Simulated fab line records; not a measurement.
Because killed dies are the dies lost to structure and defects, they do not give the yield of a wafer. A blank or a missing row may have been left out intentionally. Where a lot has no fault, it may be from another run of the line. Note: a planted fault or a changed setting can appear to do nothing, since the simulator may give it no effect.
Which tool is to blame?    flow sky130    Sampling: 13 lots, 39 wafers, 6 of 708 route steps

== WHAT EACH GAUGE READ, for each wafer ==
SKY_NWELL_TW_MEAS_26.
lot   measured      on            NWELL_2_TW
L687  day 5 12:56   filmMetro-02  494.8 494.1 493.9
L689  day 6 05:16   filmMetro-02  492.7 494.4 487.7
L690  day 6 11:57   filmMetro-02  493.1 492.9 496.8
L691  day 6 15:50   filmMetro-03  498.3 499.9 498.5
L692  day 6 20:09   filmMetro-02  498.0 496.6 495.5
L696  day 7 17:43   filmMetro-04  498.8 499.2 496.0
L701  day 9 02:29   filmMetro-04  496.5 494.5 497.1
L702  day 9 09:22   filmMetro-02  498.7 494.9 497.6
L704  day 9 21:43   filmMetro-03  497.2 499.7 498.7
L705  day 10 03:31  filmMetro-03  498.2 497.5 497.9
L707  day 10 13:30  filmMetro-04  495.7 496.0 495.8
L708  day 10 20:01  filmMetro-04  496.0 496.5 498.9
L709  day 11 01:26  filmMetro-02  494.8 493.3 491.7

SKY_VT_ADJUST_NCORE_CD_MEAS_07: target cd 380 nm.
lot   measured      on        cdNm (nm)
L687  day 8 19:26   cdSem-02  378.1 379.3 378.0
L689  day 9 12:54   cdSem-01  375.5 376.4 380.1
L690  day 9 21:07   cdSem-02  376.7 374.8 375.7
L691  day 10 01:26  cdSem-01  - - -
L692  day 10 07:16  cdSem-02  374.8 373.0 374.6
L696  day 11 07:45  cdSem-02  379.8 379.1 377.0
L701  day 12 23:26  cdSem-02  384.9 382.9 381.4
L702  day 13 08:10  cdSem-01  381.4 381.5 379.9
L704  day 13 23:05  cdSem-02  383.1 383.6 383.1
L705  day 14 05:36  cdSem-01  380.5 380.1 378.6
L707  day 14 16:50  cdSem-02  381.6 382.6 381.4
L708  day 15 01:28  cdSem-02  375.1 373.0 374.9
L709  day 15 07:06  cdSem-01  379.3 378.5 377.3

SKY_VT_ADJUST_NCORE_TW_MEAS_11.
lot   measured      on            VT_ADJUST_NCORE_TW
L687  day 8 19:50   filmMetro-04  219.0 217.9 218.7
L689  day 9 13:17   filmMetro-02  218.8 220.7 219.9
L690  day 9 21:29   filmMetro-02  219.0 220.0 220.5
L691  day 10 01:50  filmMetro-04  30.1 29.9 29.9
L692  day 10 07:38  filmMetro-01  219.3 221.6 220.8
L696  day 11 08:08  filmMetro-02  218.1 219.0 218.4
L701  day 12 23:50  filmMetro-01  221.9 222.0 223.1
L702  day 13 08:34  filmMetro-01  219.8 220.8 219.7
L704  day 13 23:29  filmMetro-04  219.2 218.6 218.1
L705  day 14 05:59  filmMetro-04  218.0 218.4 218.7
L707  day 14 17:15  filmMetro-01  222.5 221.5 222.0
L708  day 15 01:53  filmMetro-01  222.5 222.1 222.2
L709  day 15 07:30  filmMetro-01  223.7 222.6 223.1

== WHAT TOOL EACH LOT RAN ON (gives the tool, then ch and the chambers of the sampled wafers, and finally the start) ==
lot   SKY_DNWELL_STRIP_08                 SKY_NWELL_STRIP_14                   SKY_VT_ADJUST_NCORE_EXPOSE_04
L687  plasmaAsher-02 ch 1, day 3 09:29    plasmaAsher-03 ch 0,1, day 4 19:32   ilineStepper-01 ch 0, day 8 09:29
L689  plasmaAsher-04 ch 0,1, day 3 23:37  plasmaAsher-02 ch 0,1, day 5 10:53   ilineStepper-02 ch 0, day 9 03:25
L690  plasmaAsher-04 ch 0,1, day 4 06:00  plasmaAsher-04 ch 0,1, day 5 17:23   ilineStepper-01 ch 0, day 9 10:36
L691  plasmaAsher-02 ch 0,1, day 4 09:16  plasmaAsher-02 ch 0,1, day 5 20:33   ilineStepper-02 ch 0, day 9 14:43
L692  plasmaAsher-01 ch 0,1, day 4 13:16  plasmaAsher-02 ch 0,1, day 6 01:29   ilineStepper-01 ch 0, day 9 20:35
L696  plasmaAsher-04 ch 0,1, day 5 08:40  plasmaAsher-04 ch 0,1, day 6 21:53   ilineStepper-01 ch 0, day 10 20:37
L701  plasmaAsher-04 ch 0, day 6 13:28    plasmaAsher-02 ch 0,1, day 8 06:03   ilineStepper-01 ch 0, day 12 10:34
L702  plasmaAsher-01 ch 0,1, day 6 19:34  plasmaAsher-03 ch 0,1, day 8 12:20   ilineStepper-01 ch 0, day 12 20:07
L704  plasmaAsher-04 ch 0,1, day 7 08:11  plasmaAsher-04 ch 0,1, day 9 01:15   ilineStepper-02 ch 0, day 13 10:37
L705  plasmaAsher-02 ch 0,1, day 7 13:31  plasmaAsher-03 ch 0,1, day 9 06:13   ilineStepper-01 ch 0, day 13 16:35
L707  plasmaAsher-02 ch 0,1, day 7 21:58  plasmaAsher-02 ch 0,1, day 9 14:40   ilineStepper-01 ch 0, day 14 03:40
L708  plasmaAsher-02 ch 0,1, day 8 02:55  plasmaAsher-02 ch 0,1, day 9 20:39   ilineStepper-02 ch 0, day 14 12:29
L709  plasmaAsher-01 ch 0,1, day 8 09:10  plasmaAsher-04 ch 0,1, day 10 02:15  ilineStepper-01 ch 0, day 14 17:24
- SKY_DNWELL_STRIP_08: strips in O2/N2.
- SKY_NWELL_STRIP_14: strips in O2/N2.
- SKY_VT_ADJUST_NCORE_EXPOSE_04: exposes mask LVTN COMPLEMENT THIN, target cd 380 nm.

== AS READ BY THE TOOLS THEMSELVES (means over the sampled wafers that have a number; for cases with no such wafer, the mark the record gives instead) ==
SKY_DNWELL_STRIP_08.
lot   tool            drypumpMotorCurrentA (A)  oesProductAu (a.u.)  stripTimeToEndpointS (s)
L687  plasmaAsher-02  5.51                      0.721                36.73
L689  plasmaAsher-04  5.78                      0.724                36.94
L690  plasmaAsher-04  5.78                      0.718                36.75
L691  plasmaAsher-02  5.61                      0.718                37.01
L692  plasmaAsher-01  5.75                      0.726                37.11
L696  plasmaAsher-04  5.79                      0.722                36.82
L701  plasmaAsher-04  5.80                      0.726                36.90
L702  plasmaAsher-01  5.75                      0.718                36.91
L704  plasmaAsher-04  5.78                      0.725                36.90
L705  plasmaAsher-02  5.57                      0.720                36.99
L707  plasmaAsher-02  5.59                      0.724                36.88
L708  plasmaAsher-02  5.57                      0.718                37.02
L709  plasmaAsher-01  5.78                      0.720                37.09

SKY_NWELL_STRIP_14.
lot   tool            drypumpMotorCurrentA (A)  oesProductAu (a.u.)  stripTimeToEndpointS (s)
L687  plasmaAsher-03  5.25                      0.727                36.91
L689  plasmaAsher-02  5.62                      0.719                36.90
L690  plasmaAsher-04  5.78                      0.724                36.92
L691  plasmaAsher-02  5.59                      0.730                36.95
L692  plasmaAsher-02  5.63                      0.721                36.95
L696  plasmaAsher-04  5.78                      0.727                36.94
L701  plasmaAsher-02  5.57                      0.727                36.83
L702  plasmaAsher-03  5.33                      0.724                36.78
L704  plasmaAsher-04  5.80                      0.730                36.98
L705  plasmaAsher-03  5.33                      0.727                36.93
L707  plasmaAsher-02  5.59                      0.722                36.96
L708  plasmaAsher-02  5.56                      0.720                37.03
L709  plasmaAsher-04  5.79                      0.717                37.03

== THE ANSWER, worked out from the rows above alone ==
Rule: usual is defined by the lots themselves. Put in order of their means at a reading, lots are off if they are a third of the lots or fewer, leave a main group of 4 or more, and stand apart from it by a gap of 3 or more times the standard deviation of the main group's means; of several such gaps the widest counts. The tables above print the reading to a certain number of digits; a main group whose means all agree to those digits is not used. A lot without any number at a reading at which 4 lots or more have one is off too. Where the step has rows for the other lots, those lots are counted as sound. The gauges are gone through in route order, then the tools' own readings, and for those a lot's mean is taken as printed above. The first step at which some lot is off is used, and at that step the reading that is off furthest; a lot without a number counts as furthest.
Off: L691, at SKY_VT_ADJUST_NCORE_CD_MEAS_07 (cdNm). Without a number there: L691. Mean 378.8 nm and standard deviation 3 in the main group.
If a tool, at a process step before that reading, ran all the lots that are off and no sound lot after the first of them, it fits. Not tried: the gauges at SKY_VT_ADJUST_NCORE_CD_MEAS_07; whatever is off there is also off at SKY_VT_ADJUST_NCORE_TW_MEAS_11, on other tools, and gauge error can't account for it. None of those tried fits.

== WHAT WAS PUT IN BY THE SIMULATOR ==
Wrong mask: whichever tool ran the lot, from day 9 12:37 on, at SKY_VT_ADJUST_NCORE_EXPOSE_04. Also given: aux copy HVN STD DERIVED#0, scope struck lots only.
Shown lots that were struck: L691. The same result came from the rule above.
